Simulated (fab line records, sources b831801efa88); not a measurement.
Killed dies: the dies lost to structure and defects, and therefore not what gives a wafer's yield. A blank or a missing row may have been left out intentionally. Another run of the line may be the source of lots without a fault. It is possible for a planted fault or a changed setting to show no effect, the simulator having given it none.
Which of the tools did it? :: flow sky130 :: 13 lots with 39 wafers sampled at 5 steps, on a route of 708 steps

== WHAT THE GAUGES READ, wafer by wafer ==
SKY_VT_ADJUST_HVTR_CD_MEAS_07: the cd target is 380 nm.
lot: L639
measured: day 9 10:04
on: cdSem-01
cdNm (nm): 379.6 382.0 380.3

lot: L641
measured: day 10 04:48
on: cdSem-01
cdNm (nm): 380.7 381.1 381.2

lot: L643
measured: day 10 15:59
on: cdSem-02
cdNm (nm): 377.3 376.6 378.6

lot: L644
measured: day 10 22:14
on: cdSem-01
cdNm (nm): 383.1 381.8 382.4

lot: L645
measured: day 11 10:56
on: cdSem-02
cdNm (nm): 380.8 379.4 380.6

lot: L647
measured: day 12 09:16
on: cdSem-02
cdNm (nm): 381.2 383.4 382.7

lot: L652
measured: day 13 14:49
on: cdSem-02
cdNm (nm): 381.5 382.0 382.4

lot: L651
measured: day 13 17:58
on: cdSem-02
cdNm (nm): 380.5 381.2 381.2

lot: L653
measured: day 13 23:31
on: cdSem-01
cdNm (nm): 379.1 379.6 379.5

lot: L654
measured: day 14 03:36
on: cdSem-01
cdNm (nm): 380.9 379.2 380.6

lot: L655
measured: day 14 10:58
on: cdSem-01
cdNm (nm): 377.9 376.0 377.9

lot: L656
measured: day 14 20:19
on: cdSem-02
cdNm (nm): 376.8 377.9 376.6

lot: L658
measured: day 15 06:43
on: cdSem-02
cdNm (nm): 375.5 375.4 375.3

SKY_SONOS_ONO_THK_MEAS_03.
lot: L639
measured: day 11 11:43
on: filmMetro-02
SONOS_ONO_CVD_02_THK (nm): 10.37 10.50 10.46

lot: L641
measured: day 12 10:13
on: filmMetro-04
SONOS_ONO_CVD_02_THK (nm): 10.79 10.72 10.66

lot: L643
measured: day 12 19:22
on: filmMetro-04
SONOS_ONO_CVD_02_THK (nm): 10.45 10.39 10.30

lot: L644
measured: day 13 03:22
on: filmMetro-03
SONOS_ONO_CVD_02_THK (nm): 10.52 10.53 10.55

lot: L645
measured: day 13 17:53
on: filmMetro-02
SONOS_ONO_CVD_02_THK (nm): 10.44 10.50 10.47

lot: L647
measured: day 14 22:26
on: filmMetro-03
SONOS_ONO_CVD_02_THK (nm): 10.44 10.28 10.33

lot: L652
measured: day 16 00:44
on: filmMetro-03
SONOS_ONO_CVD_02_THK (nm): 10.37 10.38 10.37

lot: L651
measured: day 16 04:22
on: filmMetro-03
SONOS_ONO_CVD_02_THK (nm): 10.43 10.44 10.46

lot: L653
measured: day 16 10:22
on: filmMetro-03
SONOS_ONO_CVD_02_THK (nm): 10.61 10.56 10.45

lot: L654
measured: day 16 15:56
on: filmMetro-04
SONOS_ONO_CVD_02_THK (nm): 10.43 10.43 10.43

lot: L655
measured: day 16 21:58
on: filmMetro-03
SONOS_ONO_CVD_02_THK (nm): 10.53 10.67 10.75

lot: L656
measured: day 17 07:40
on: filmMetro-02
SONOS_ONO_CVD_02_THK (nm): 10.62 10.63 10.72

lot: L658
measured: day 17 20:34
on: filmMetro-04
SONOS_ONO_CVD_02_THK (nm): 10.65 10.74 10.65

SKY_POLY_GATE_THK_MEAS_01.
lot: L639
measured: day 13 21:22
on: filmMetro-04
POLY_GATE_CVD_00_THK (nm): 180.7 180.2 179.9

lot: L641
measured: day 14 20:55
on: filmMetro-01
POLY_GATE_CVD_00_THK (nm): 178.7 178.7 176.3

lot: L643
measured: day 15 07:32
on: filmMetro-02
POLY_GATE_CVD_00_THK (nm): 181.1 180.8 180.9

lot: L644
measured: day 15 17:22
on: filmMetro-01
POLY_GATE_CVD_00_THK (nm): 179.5 178.5 178.8

lot: L645
measured: day 16 06:37
on: filmMetro-01
POLY_GATE_CVD_00_THK (nm): 177.5 176.5 177.1

lot: L647
measured: day 17 13:18
on: filmMetro-04
POLY_GATE_CVD_00_THK (nm): 182.3 183.3 183.1

lot: L652
measured: day 18 20:49
on: filmMetro-04
POLY_GATE_CVD_00_THK (nm): 180.6 179.4 180.4

lot: L651
measured: day 18 23:52
on: filmMetro-01
POLY_GATE_CVD_00_THK (nm): 180.0 181.2 179.3

lot: L653
measured: day 19 05:08
on: filmMetro-02
POLY_GATE_CVD_00_THK (nm): 180.1 179.3 180.2

lot: L654
measured: day 19 12:17
on: filmMetro-02
POLY_GATE_CVD_00_THK (nm): 179.4 180.8 180.5

lot: L655
measured: day 19 19:16
on: filmMetro-04
POLY_GATE_CVD_00_THK (nm): 178.1 178.4 180.9

lot: L656
measured: day 20 04:28
on: filmMetro-04
POLY_GATE_CVD_00_THK (nm): 180.8 181.3 181.2

lot: L658
measured: day 20 13:32
on: filmMetro-02
POLY_GATE_CVD_00_THK (nm): 180.2 182.0 180.4

== EACH LOT AND THE TOOL THAT RAN IT (in order: tool; ch and the chambers of the sampled wafers; start) ==
lot: L639
SKY_GATE_OXIDE_COAT_05: lithoTrack-03 ch 0, day 13 04:50
SKY_GATE_OXIDE_STRIP_13: plasmaAsher-04 ch 0,1, day 13 18:16

lot: L641
SKY_GATE_OXIDE_COAT_05: lithoTrack-02 ch 0, day 14 03:53
SKY_GATE_OXIDE_STRIP_13: plasmaAsher-01 ch 0,1, day 14 17:23

lot: L643
SKY_GATE_OXIDE_COAT_05: lithoTrack-01 ch 0, day 14 13:46
SKY_GATE_OXIDE_STRIP_13: plasmaAsher-03 ch 0,1, day 15 03:37

lot: L644
SKY_GATE_OXIDE_COAT_05: lithoTrack-01 ch 0, day 14 23:52
SKY_GATE_OXIDE_STRIP_13: plasmaAsher-04 ch 0,1, day 15 14:25

lot: L645
SKY_GATE_OXIDE_COAT_05: lithoTrack-02 ch 0, day 15 12:59
SKY_GATE_OXIDE_STRIP_13: plasmaAsher-03 ch 0,1, day 16 03:34

lot: L647
SKY_GATE_OXIDE_COAT_05: lithoTrack-03 ch 0, day 16 19:43
SKY_GATE_OXIDE_STRIP_13: plasmaAsher-04 ch 0,1, day 17 10:22

lot: L652
SKY_GATE_OXIDE_COAT_05: lithoTrack-01 ch 0, day 17 23:40
SKY_GATE_OXIDE_STRIP_13: plasmaAsher-03 ch 0,1, day 18 14:14

lot: L651
SKY_GATE_OXIDE_COAT_05: lithoTrack-03 ch 0, day 18 03:41
SKY_GATE_OXIDE_STRIP_13: plasmaAsher-01 ch 0,1, day 18 19:30

lot: L653
SKY_GATE_OXIDE_COAT_05: lithoTrack-02 ch 0, day 18 09:50
SKY_GATE_OXIDE_STRIP_13: plasmaAsher-01 ch 0,1, day 19 01:37

lot: L654
SKY_GATE_OXIDE_COAT_05: lithoTrack-02 ch 0, day 18 17:46
SKY_GATE_OXIDE_STRIP_13: plasmaAsher-03 ch 0,1, day 19 09:21

lot: L655
SKY_GATE_OXIDE_COAT_05: lithoTrack-02 ch 0, day 19 00:59
SKY_GATE_OXIDE_STRIP_13: plasmaAsher-03 ch 0,1, day 19 16:19

lot: L656
SKY_GATE_OXIDE_COAT_05: lithoTrack-01 ch 0, day 19 09:13
SKY_GATE_OXIDE_STRIP_13: plasmaAsher-01 ch 0,1, day 20 00:27

lot: L658
SKY_GATE_OXIDE_COAT_05: lithoTrack-01 ch 0, day 19 19:52
SKY_GATE_OXIDE_STRIP_13: plasmaAsher-03 ch 0,1, day 20 10:36
- SKY_GATE_OXIDE_COAT_05: resist thk 1140 nm.
- SKY_GATE_OXIDE_STRIP_13: strips in O2/N2.

== WHAT THE TOOLS THEMSELVES READ (means of the sampled wafers that have a number; where no wafer has one, the mark that the record gives instead) ==
SKY_GATE_OXIDE_COAT_05.
lot: L639
tool: lithoTrack-03
dispensePressureKPa (kPa): 49.2

lot: L641
tool: lithoTrack-02
dispensePressureKPa (kPa): 50.4

lot: L643
tool: lithoTrack-01
dispensePressureKPa (kPa): 53.9

lot: L644
tool: lithoTrack-01
dispensePressureKPa (kPa): 53.9

lot: L645
tool: lithoTrack-02
dispensePressureKPa (kPa): 50.4

lot: L647
tool: lithoTrack-03
dispensePressureKPa (kPa): 49.2

lot: L652
tool: lithoTrack-01
dispensePressureKPa (kPa): 53.9

lot: L651
tool: lithoTrack-03
dispensePressureKPa (kPa): 49.2

lot: L653
tool: lithoTrack-02
dispensePressureKPa (kPa): 50.4

lot: L654
tool: lithoTrack-02
dispensePressureKPa (kPa): 50.4

lot: L655
tool: lithoTrack-02
dispensePressureKPa (kPa): 50.4

lot: L656
tool: lithoTrack-01
dispensePressureKPa (kPa): 53.9

lot: L658
tool: lithoTrack-01
dispensePressureKPa (kPa): 53.9

SKY_GATE_OXIDE_STRIP_13.
lot: L639
tool: plasmaAsher-04
drypumpMotorCurrentA (A): 6.1
oesProductAu (a.u.): 0.713
stripTimeToEndpointS (s): 14.18

lot: L641
tool: plasmaAsher-01
drypumpMotorCurrentA (A): 5.8
oesProductAu (a.u.): 0.718
stripTimeToEndpointS (s): 14.17

lot: L643
tool: plasmaAsher-03
drypumpMotorCurrentA (A): 5.9
oesProductAu (a.u.): 0.714
stripTimeToEndpointS (s): 14.21

lot: L644
tool: plasmaAsher-04
drypumpMotorCurrentA (A): 6.1
oesProductAu (a.u.): 0.717
stripTimeToEndpointS (s): 14.22

lot: L645
tool: plasmaAsher-03
drypumpMotorCurrentA (A): 5.6
oesProductAu (a.u.): 0.712
stripTimeToEndpointS (s): 14.21

lot: L647
tool: plasmaAsher-04
drypumpMotorCurrentA (A): 6.1
oesProductAu (a.u.): 0.714
stripTimeToEndpointS (s): 14.21

lot: L652
tool: plasmaAsher-03
drypumpMotorCurrentA (A): 5.9
oesProductAu (a.u.): 0.722
stripTimeToEndpointS (s): 14.18

lot: L651
tool: plasmaAsher-01
drypumpMotorCurrentA (A): 5.5
oesProductAu (a.u.): 0.717
stripTimeToEndpointS (s): 14.18

lot: L653
tool: plasmaAsher-01
drypumpMotorCurrentA (A): 5.5
oesProductAu (a.u.): 0.719
stripTimeToEndpointS (s): 13.87

lot: L654
tool: plasmaAsher-03
drypumpMotorCurrentA (A): 5.7
oesProductAu (a.u.): 0.715
stripTimeToEndpointS (s): 13.85

lot: L655
tool: plasmaAsher-03
drypumpMotorCurrentA (A): 5.6
oesProductAu (a.u.): 0.712
stripTimeToEndpointS (s): 13.91

lot: L656
tool: plasmaAsher-01
drypumpMotorCurrentA (A): 5.4
oesProductAu (a.u.): 0.713
stripTimeToEndpointS (s): 14.19

lot: L658
tool: plasmaAsher-03
drypumpMotorCurrentA (A): 5.6
oesProductAu (a.u.): 0.715
stripTimeToEndpointS (s): 14.20

== THE ANSWER, worked out from the rows above alone ==
Rule: the usual values come from the lots themselves. Put in order of their means at a reading, lots are off if they are a third of the lots or fewer, leave a main group of 4 or more, and stand apart from it by a gap of 3 or more times the standard deviation of the main group's means; of several such gaps the widest counts. A main group is skipped when, at the precision printed for the reading in the tables above, its means are all equal. Also off: a lot with no number at a reading for which 4 or more lots have one. All remaining lots with rows at the step are treated as sound. The gauges are gone through in route order, then the tools' own readings, and for those a lot's mean is taken as printed above. The first step at which some lot is off is used, and at that step the reading that is off furthest; a lot without a number counts as furthest.
Off: L653, L654, L655 (SKY_GATE_OXIDE_STRIP_13, stripTimeToEndpointS). Mean 14.20 s and standard deviation 0.016 in the main group.
A tool fits if, at that step or a process step before it, it ran every lot that is off, and no sound lot after the first of them. One fits: SKY_GATE_OXIDE_COAT_05 on lithoTrack-02. A fault onset in the window from L645 (day 15 12:59, its last sound lot) to L653 (day 18 09:50, its first lot off) fits.

== WHAT THE SIMULATOR HAD INSERTED ==
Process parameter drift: lithoTrack-02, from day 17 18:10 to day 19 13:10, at SKY_GATE_OXIDE_COAT_05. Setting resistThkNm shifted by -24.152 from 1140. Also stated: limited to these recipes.
Struck lots among those shown: L653, L654, L655. The rule given above showed the same thing.
